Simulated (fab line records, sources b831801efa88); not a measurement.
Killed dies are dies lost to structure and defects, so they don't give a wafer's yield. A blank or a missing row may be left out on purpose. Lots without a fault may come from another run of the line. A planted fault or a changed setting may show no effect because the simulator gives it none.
fab line records | flow sky130
record lots=7 wafers=21 last_day=46
route steps=708 shown VT_ADJUST_LVTN@104 PAD_OPEN@708
lots that met no fault: from a run of the same line without faults
start_h: hours from the record's first day to the start of the lot's first wafer shown | wait_h: hours since the lot's step before | " the same as in the row above | L1.1+2: a row that stands for several wafers | - no value, or no start given | * or withheld: withheld | < > ~ a bound
route shown NAME@n: a module of which the file shows steps, and the number in the route of the first | usual: mean/standard deviation of fault-free wafers | same: alike in all rows | chamber/n: place in a boat | sites: the reading at each site | _std_site: their standard deviation | _edge_site: outer sites' mean less inner sites' | radius_mm: how far each site lies from the wafer's centre | mask NAME#n: copy n | behind: the tool/chamber that last shaped the wafer | hold: why the lot was held/for how many hours/how that ended | device: the transistor (n, p or np) that didn't switch | end of line: the same wafers' tests at the end of the route | a step without rows: its recipe alone | killed: dies lost to structure and defects at the first sort, not the wafer's yield | map: a wafer's dies, x killed, . not, _ none there
set.NAME: the setting as run; set.NAME@STEP: as run at that earlier step | model.NAME: the simulator's own value behind a step, which no gauge read
lots at some steps of the route; a table a step, a row a wafer
services: from which hour (start_h, from the record's first day; less than 0 if before it) a tool's chamber was out of use, for how many hours, and why
## steps
# step SKY_VT_ADJUST_LVTN_OVL_MEAS_07
# usual VT_ADJUST_LVTN_OVL=-1.2/1.4
# columns lot.wafer tool chamber start_h wait_h VT_ADJUST_LVTN_OVL[nm]
L587.4 overlay-02 - 138.91 - -2.7
L587.5 " - " " -2.1
L587.6 " - " " -0.5
L590.2 overlay-02 - 160.24 - 0.9
L590.3 " - " " 2.4
L590.5 " - " " 1.1
L592.1 overlay-02 - 175.84 - -2.0
L592.2 " - " " -0.1
L592.6 " - " " 0.6
L593.1 overlay-01 - 182.78 - -2.1
L593.4 " - " " -2.4
L593.5 " - " " -2.5
L597.1 overlay-01 - 205.19 - 1.3
L597.3 " - " " 0.0
L597.5 " - " " 1.0
L598.3 overlay-01 - 210.84 - -0.1
L598.4 " - " " -1.0
L598.6 " - " " -1.4
L599.1 overlay-02 - 219.94 - -2.1
L599.4 " - " " -2.6
L599.5 " - " " -5.0
# step SKY_VT_ADJUST_LVTN_IMPLANT_08
# recipe species=B energy_kev=30 dose_cm2=1.57e+12 tilt_deg=withheld
# step SKY_VT_ADJUST_LVTN_STRIP_09
# recipe chemistry=O2/N2 power_w=1400 pressure_mtorr=1500 platen_temp_c=withheld o2_flow_sccm=3000 n2_flow_sccm=300 overash_fraction=0.5
# usual drypump_motor_current_A=5.34/0.21 oes_product_au=0.723/0.0046 strip_time_to_endpoint_s=36.91/0.11
# columns lot.wafer tool chamber start_h wait_h drypump_motor_current_A oes_product_au rf_hours_counter_h strip_time_to_endpoint_s
L587.4 plasma_asher-04 0 139.11 0.1 5.47 0.728 - 37.00
L587.5 " 1 " " 4.94 0.722 - 37.03
L587.6 " 0 " " 5.46 0.725 - 37.05
L590.2 plasma_asher-02 0 160.42 0.1 5.32 0.717 47 37.12
L590.3 " 1 " " 5.35 0.718 - 37.03
L590.5 " 1 " " 5.37 0.727 - 37.06
L592.1 plasma_asher-04 0 176.03 0.1 5.46 0.716 36 36.93
L592.2 " 1 " " 4.95 0.723 36 37.12
L592.6 " 1 " " 4.94 0.719 - 36.99
L593.1 plasma_asher-04 1 182.97 0.1 4.94 0.727 37 36.81
L593.4 " 0 " " 5.45 0.731 - 36.90
L593.5 " 1 " " 4.94 0.726 - 36.86
L597.1 plasma_asher-03 0 205.38 0.1 5.37 0.721 54 36.84
L597.3 " 1 " " 5.57 0.722 - 36.90
L597.5 " 1 " " 5.57 0.729 - 36.86
L598.3 plasma_asher-03 1 211.05 0.1 5.58 0.721 - 36.94
L598.4 " 0 " " 5.37 0.719 - 37.08
L598.6 " 0 " " 5.37 0.723 - 36.90
L599.1 plasma_asher-03 1 220.13 0.1 5.57 0.729 55 36.80
L599.4 " 0 " " 5.35 0.716 - 36.87
L599.5 " 1 " " 5.55 0.715 - 36.88
# step SKY_VT_ADJUST_LVTN_TW_MEAS_10
# usual VT_ADJUST_LVTN_TW=240.1/1.3
# columns lot.wafer tool chamber start_h wait_h VT_ADJUST_LVTN_TW
L587.4 film_metro-01 - 139.21 0.1 241.1
L587.5 " - " " 241.9
L587.6 " - " " 241.3
L590.2 film_metro-02 - 160.53 0.1 240.6
L590.3 " - " " 241.3
L590.5 " - " " 241.2
L592.1 film_metro-02 - 176.13 0.1 239.7
L592.2 " - " " 240.0
L592.6 " - " " 238.2
L593.1 film_metro-02 - 183.07 0.1 240.7
L593.4 " - " " 240.5
L593.5 " - " " 240.0
L597.1 film_metro-02 - 205.48 0.1 239.2
L597.3 " - " " 238.0
L597.5 " - " " 239.0
L598.3 film_metro-01 - 211.14 0.1 237.5
L598.4 " - " " 239.8
L598.6 " - " " 238.4
L599.1 film_metro-02 - 220.26 0.1 240.2
L599.4 " - " " 241.6
L599.5 " - " " 240.4
# step SKY_VT_ADJUST_LVTN_DEHYDRATE_11
# recipe temp_c=200 time_s=60
# step SKY_VT_ADJUST_LVTN_HMDS_12
# recipe prime_time_s=60 prime_temp_c=120
# step SKY_VT_ADJUST_LVTN_COAT_13
# recipe resist=NOVOLAK spin_rpm=3000 resist_thk_nm=1140
# step SKY_VT_ADJUST_LVTN_SOFTBAKE_14
# recipe temp_c=90 time_s=60 resist=NOVOLAK
# step SKY_VT_ADJUST_LVTN_EXPOSE_15
# recipe mask_id=HVN_STD_DERIVED na=0.6 source_shape=conventional sigma_outer=0.6 polarization=unpolarized target_cd_nm=600 dose_mj=163
# step SKY_VT_ADJUST_LVTN_PEB_16
# recipe temp_c=withheld time_s=* resist=NOVOLAK
# step SKY_VT_ADJUST_LVTN_DEVELOP_17
# recipe resist=NOVOLAK developer=TMAH develop_time_s=60 dev_temp_c=23
# step SKY_VT_ADJUST_LVTN_OVL_MEAS_18
# usual VT_ADJUST_LVTN_01_OVL=-0.1/1.4
# columns lot.wafer tool chamber start_h wait_h VT_ADJUST_LVTN_01_OVL[nm]
L587.4 overlay-01 - 159.28 0.1 -1.8
L587.5 " - " " -2.0
L587.6 " - " " -0.8
L590.2 overlay-01 - 180.30 0.1 -1.8
L590.3 " - " " -1.2
L590.5 " - " " -1.5
L592.1 overlay-01 - 196.01 0.1 1.0
L592.2 " - " " 1.9
L592.6 " - " " 1.0
L593.1 overlay-01 - 203.84 0.1 0.7
L593.4 " - " " 1.0
L593.5 " - " " 1.7
L597.1 overlay-01 - 227.18 0.1 2.3
L597.3 " - " " 2.0
L597.5 " - " " 1.6
L598.3 overlay-02 - 232.37 0.1 -0.5
L598.4 " - " " -0.9
L598.6 " - " " -0.3
L599.1 overlay-01 - 242.86 0.1 0.1
L599.4 " - " " -0.8
L599.5 " - " " -0.4
# step SKY_VT_ADJUST_LVTN_IMPLANT_19
# recipe species=B energy_kev=30 dose_cm2=6.5e+11 tilt_deg=withheld
# usual faraday_current_uA=3.66/0.073 implant_ion_amu=11/0
# columns lot.wafer tool chamber start_h wait_h faraday_current_uA implant_ion_amu model.implant.rp_nm model.implant.drp_nm
L587.4 implanter-02 0 159.37 0.1 3.72 11 100.7 42.97
L587.5 " 0 " " 3.63 11 100.7 42.97
L587.6 " 0 " " 3.68 11 100.7 42.97
L590.2 implanter-02 0 180.35 0.0 3.68 11 99.03 42.97
L590.3 " 0 " " 3.67 11 99.03 42.97
L590.5 " 0 " " 3.70 11 99.03 42.97
L592.1 implanter-02 0 196.05 0.0 3.67 11 99.3 42.97
L592.2 " 0 " " 3.65 11 99.3 42.97
L592.6 " 0 " " 3.69 11 99.3 42.97
L593.1 implanter-04 0 203.88 0.0 3.75 11 99.99 42.97
L593.4 " 0 " " 3.72 11 99.99 42.97
L593.5 " 0 " " 3.60 11 99.99 42.97
L597.1 implanter-04 0 227.22 0.0 3.54 49 23.1 12.97
L597.3 " 0 " " 3.71 49 23.1 12.97
L597.5 " 0 " " 3.57 49 23.1 12.97
L598.3 implanter-04 0 232.45 0.1 3.66 49 24.08 12.97
L598.4 " 0 " " 3.76 49 24.08 12.97
L598.6 " 0 " " 3.69 49 24.08 12.97
L599.1 implanter-03 0 242.90 0.0 3.67 49 23.83 12.97
L599.4 " 0 " " 3.65 49 23.83 12.97
L599.5 " 0 " " 3.65 49 23.83 12.97
# step SKY_VT_ADJUST_LVTN_STRIP_20
# recipe chemistry=O2/N2 power_w=1400 pressure_mtorr=1500 platen_temp_c=withheld o2_flow_sccm=3000 n2_flow_sccm=300 overash_fraction=0.5
# usual drypump_motor_current_A=5.36/0.17 oes_product_au=0.716/0.0042 strip_time_to_endpoint_s=14.18/0.039
# columns lot.wafer tool chamber start_h wait_h drypump_motor_current_A oes_product_au rf_hours_counter_h strip_time_to_endpoint_s
L587.4 plasma_asher-03 1 159.48 0.1 5.58 0.704 - 14.22
L587.5 " 1 " " 5.57 0.714 - 14.22
L587.6 " 0 " " 5.36 0.715 - 14.19
L590.2 plasma_asher-02 0 180.48 0.1 5.31 0.717 49 14.14
L590.3 " 0 " " 5.30 0.710 - 14.16
L590.5 " 1 " " 5.36 0.711 - 14.16
L592.1 plasma_asher-03 0 196.20 0.1 5.37 0.717 53 14.16
L592.2 " 1 " " 5.57 0.722 53 14.17
L592.6 " 1 " " 5.56 0.716 - 14.17
L593.1 plasma_asher-02 0 204.03 0.1 5.31 0.709 51 14.22
L593.4 " 1 " " 5.38 0.714 - 14.17
L593.5 " 0 " " 5.30 0.720 - 14.21
L597.1 plasma_asher-02 1 227.37 0.1 5.36 0.716 54 14.15
L597.3 " 0 " " 5.29 0.711 - 14.19
L597.5 " 1 " " 5.38 0.720 - 14.15
L598.3 plasma_asher-03 0 232.58 0.1 5.34 0.721 - 14.19
L598.4 " 1 " " 5.55 0.727 - 14.15
L598.6 " 0 " " 5.35 0.720 - 14.20
L599.1 plasma_asher-02 0 243.05 0.1 5.30 0.717 55 14.14
L599.4 " 1 " " 5.36 0.713 - 14.13
L599.5 " 1 " " 5.35 0.720 - 14.14
# step SKY_VT_ADJUST_LVTN_TW_MEAS_21
# usual VT_ADJUST_LVTN_2_TW=187.0/0.99
# columns lot.wafer tool chamber start_h wait_h hold VT_ADJUST_LVTN_2_TW
L587.4 film_metro-01 - 159.58 0.1 - 185.7
L587.5 " - " " - 186.0
L587.6 " - " " - 187.1
L590.2 film_metro-02 - 180.59 0.1 - 187.1
L590.3 " - " " - 186.1
L590.5 " - " " - 186.0
L592.1 film_metro-02 - 196.30 0.1 - 186.2
L592.2 " - " " - 186.0
L592.6 " - " " - 185.7
L593.1 film_metro-03 - 204.13 0.1 - 187.8
L593.4 " - " " - 187.6
L593.5 " - " " - 187.4
L597.1 film_metro-03 - 227.47 0.1 await_dispo/0.2h/release 289.2
L597.3 " - " " await_dispo/0.2h/release 289.2
L597.5 " - " " await_dispo/0.2h/release 288.8
L597.1 film_metro-03 - 227.69 0.2 - 288.1
L597.3 " - " " - 289.5
L597.5 " - " " - 289.6
L598.3 film_metro-01 - 232.67 0.1 await_dispo/0.2h/release 287.1
L598.4 " - " " await_dispo/0.2h/release 290.1
L598.6 " - " " await_dispo/0.2h/release 288.2
L598.3 film_metro-01 - 232.89 0.2 - 288.2
L598.4 " - " " - 288.1
L598.6 " - " " - 286.0
L599.1 film_metro-01 - 243.15 0.1 await_dispo/0.2h/release 287.8
L599.4 " - " " await_dispo/0.2h/release 287.6
L599.5 " - " " await_dispo/0.2h/release 286.2
L599.1 film_metro-01 - 243.37 0.2 - 285.9
L599.4 " - " " - 286.9
L599.5 " - " " - 286.2
# step SKY_PAD_OPEN_PROBE_99
# usual defect_limited_yield=82.7/2.1 killed_at_M0_to_M3=43/7.2 killed_at_M4_up=3.0/1.7 killed_at_contacts=24/5.3 killed_at_front_end=15/4.6 killed_at_other=0.3/0.5 killed_dies=85/10 killed_open=46/7.2 killed_short=39/6.4 sort_bin_3_pad_short=0.9/0.42 sort_bin_5_function=10.2/1.6 sort_bin_6_memory=6.2/1 sort_n_pass=407/10 sort_yield_pct=82.7/2.1
# same gross_dies=492 killed_at_back_side=0 sort_bin_4_leakage[%]=0 sort_bin_8_speed[%]=0
# columns lot.wafer tool chamber start_h wait_h defect_limited_yield[%] killed_at_M0_to_M3 killed_at_M4_up killed_at_contacts killed_at_front_end killed_at_other killed_dies killed_open killed_short sort_bin_3_pad_short[%] sort_bin_5_function[%] sort_bin_6_memory[%] sort_n_pass sort_yield_pct[%]
L587.4 prober-02 - 1068.15 0.2 81.9 43 2 23 21 0 89 51 38 0.4 10.2 7.5 403 81.9
L587.5 prober-02 - 1068.20 0.2 81.5 50 3 26 12 0 91 44 47 1.2 10.0 7.3 401 81.5
L587.6 prober-02 - 1068.25 0.2 85.6 27 3 29 10 2 71 38 33 1.0 7.9 5.5 421 85.6
L592.1 prober-01 - 1106.09 0.1 82.1 47 0 23 18 0 88 47 41 0.8 11.4 5.7 404 82.1
L592.2 prober-01 - 1106.14 0.1 80.3 50 2 27 17 1 97 51 46 1.4 11.4 6.9 395 80.3
L592.6 prober-01 - 1106.34 0.2 82.7 32 5 30 18 0 85 49 36 0.8 11.2 5.3 407 82.7
L593.1 prober-02 - 1109.74 0.1 82.9 34 2 27 20 1 84 53 31 0.4 11.2 5.5 408 82.9
L593.4 prober-02 - 1109.89 0.2 81.3 37 3 34 18 0 92 51 41 0.6 11.6 6.5 400 81.3
L593.5 prober-02 - 1109.94 0.2 81.9 37 6 31 14 1 89 48 41 0.4 12.0 5.7 403 81.9
# killed by level:class
L587.4 CONTACT:geometric_particle:open=10 VIA1:geometric_particle:open=8 VIA2:geometric_particle:open=8 LI_CONTACT:geometric_particle:open=7 METAL1:geometric_particle:short=7 FIELD_ISO:geometric_particle:short=6 FIELD_ISO:geometric_particle:open=6 VIA1:geometric_particle:short=6
L587.5 VIA1:geometric_particle:open=13 METAL2:geometric_particle:short=12 CONTACT:geometric_particle:open=9 LI_CONTACT:geometric_particle:open=6 LOCAL_INTERCONNECT:geometric_particle:short=6 VIA2:geometric_particle:open=6 POLY_GATE:geometric_particle:short=4 VIA1:geometric_particle:short=4
L587.6 CONTACT:geometric_particle:open=10 VIA1:geometric_particle:open=8 CONTACT:geometric_particle:short=7 LI_CONTACT:geometric_particle:open=7 POLY_GATE:geometric_particle:short=4 LOCAL_INTERCONNECT:geometric_particle:short=4 VIA3:geometric_particle:short=4 VIA1:geometric_particle:short=3
L592.1 VIA1:geometric_particle:open=15 FIELD_ISO:geometric_particle:short=6 LI_CONTACT:geometric_particle:open=6 VIA2:geometric_particle:open=6 CONTACT:geometric_particle:open=6 METAL1:geometric_particle:short=5 VIA3:geometric_particle:short=5 FIELD_ISO:geometric_particle:open=4
L592.2 CONTACT:geometric_particle:open=12 VIA1:geometric_particle:open=9 LI_CONTACT:geometric_particle:open=8 METAL2:geometric_particle:short=7 VIA3:geometric_particle:open=7 POLY_GATE:geometric_particle:short=6 METAL1:geometric_particle:short=6 FIELD_ISO:geometric_particle:short=5
L592.6 VIA1:geometric_particle:open=12 LI_CONTACT:geometric_particle:open=9 CONTACT:geometric_particle:open=7 LOCAL_INTERCONNECT:geometric_particle:short=7 FIELD_ISO:geometric_particle:short=6 METAL4:geometric_particle:short=5 FIELD_ISO:geometric_particle:open=4 POLY_GATE:geometric_particle:open=4
L593.1 CONTACT:geometric_particle:open=15 VIA1:geometric_particle:open=8 LI_CONTACT:geometric_particle:open=6 VIA3:geometric_particle:open=6 FIELD_ISO:geometric_particle:open=4 POLY_GATE:geometric_particle:open=4 POLY_GATE:geometric_particle:short=4 VIA2:geometric_particle:open=4
L593.4 CONTACT:geometric_particle:short=13 CONTACT:geometric_particle:open=13 VIA1:geometric_particle:open=8 VIA2:geometric_particle:open=8 METAL1:geometric_particle:short=7 VIA3:geometric_particle:open=6 POLY_GATE:geometric_particle:short=5 POLY_GATE:geometric_particle:open=5
L593.5 CONTACT:geometric_particle:open=12 LI_CONTACT:geometric_particle:open=11 VIA1:geometric_particle:open=11 FIELD_ISO:geometric_particle:short=6 VIA1:geometric_particle:short=6 METAL2:geometric_particle:short=6 VIA2:geometric_particle:open=5 METAL4:geometric_particle:short=4
## services
# columns tool chamber start_h hours kind
implanter-02 - 127.73 17.0 repair
implanter-02 - 156.23 2.4 pm
implanter-03 - 222.53 6.0 repair
implanter-03 - 232.35 1.5 repair
## key
first_sign step=SKY_VT_ADJUST_LVTN_IMPLANT_19 reading=implant_ion_amu direction=up sigmas=99+ usual=11 struck=49
effect step=SKY_VT_ADJUST_LVTN_TW_MEAS_21 reading=visit direction=added
effect step=SKY_VT_ADJUST_LVTN_TW_MEAS_21 reading=VT_ADJUST_LVTN_2_TW direction=up sigmas=99+ usual=187.0 struck=288.3
model_effect step=SKY_VT_ADJUST_LVTN_IMPLANT_19 value=implant.rp_nm without=96.95 struck=23.67
met_at SKY_VT_ADJUST_LVTN_IMPLANT_19
struck_wafers L597.1,L597.3,L597.5,L598.3,L598.4,L598.6,L599.1,L599.4,L599.5
scrapped_behind SKY_VT_ADJUST_LVTN_TW_MEAS_21 L597.1,L597.3,L597.5,L598.3,L598.4,L598.6,L599.1,L599.4,L599.5
onset_between 203.88 227.22
fault kind=wrong_recipe_download tool=implanter-02,implanter-03,implanter-04 chamber=- onset_h=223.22 steps=SKY_VT_ADJUST_LVTN_IMPLANT_19 wrong_recipe.not_listed=1
